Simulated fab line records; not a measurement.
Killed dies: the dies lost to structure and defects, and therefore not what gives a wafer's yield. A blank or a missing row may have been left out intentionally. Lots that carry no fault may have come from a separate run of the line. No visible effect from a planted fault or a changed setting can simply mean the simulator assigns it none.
Matching of chambers ; flow gf180mcu ; GF_M5_ETCH_09 on rie diel-01: 4 sister chambers
The step etches Si3N4 in CF4/O2, target depth 52 nm, time 11.6 s. 8 wafers are shown with their chamber, then 8 later ones without.

## WAFERS, EACH WITH ITS CHAMBER
wafer;chamber;drypump motor current A (A);oes product au (a.u.)
L696.4;1;6.6;1.010
L696.5;0;4.9;0.987
L701.1;2;5.6;1.003
L701.5;2;5.7;1.004
L708.4;1;6.6;0.990
L708.5;3;5.3;1.020
L708.6;0;5.0;0.982
L710.1;3;5.3;1.016

## WAFERS WITHOUT THEIR CHAMBER
wafer;drypump motor current A (A);oes product au (a.u.)
L710.5;6.6;1.005
L710.6;5.0;0.989
L711.4;5.3;1.018
L711.5;5.3;1.011
L711.6;5.6;1.017
L712.1;5.0;0.989
L712.3;6.6;1.009
L712.4;5.0;0.982

## WHICH CHAMBER EACH WENT THROUGH
wafer;from the rows above;in truth
L710.5;1;1
L710.6;0;0
L711.4;3;3
L711.5;3;3
L711.6;2;2
L712.1;0;0
L712.3;1;1
L712.4;0;0
Correct placement for 8 of the 8. Not placeable from these rows: 0. Number placed wrongly: 0.
How it was worked out, from the rows above alone: a wafer's distance from a chamber is the root of the sum, over the readings, of the square of ((its reading less the chamber's mean) divided by the reading's scatter). The wafer belongs to the nearest chamber; if the next one is less than 2 further off, it can't be placed. For every chamber, the mean is computed from those of its wafers that are shown. The scatter: take each reading less its chamber's mean, square it, sum over the shown wafers, divide by the number of wafers less the number of chambers, and take the root.
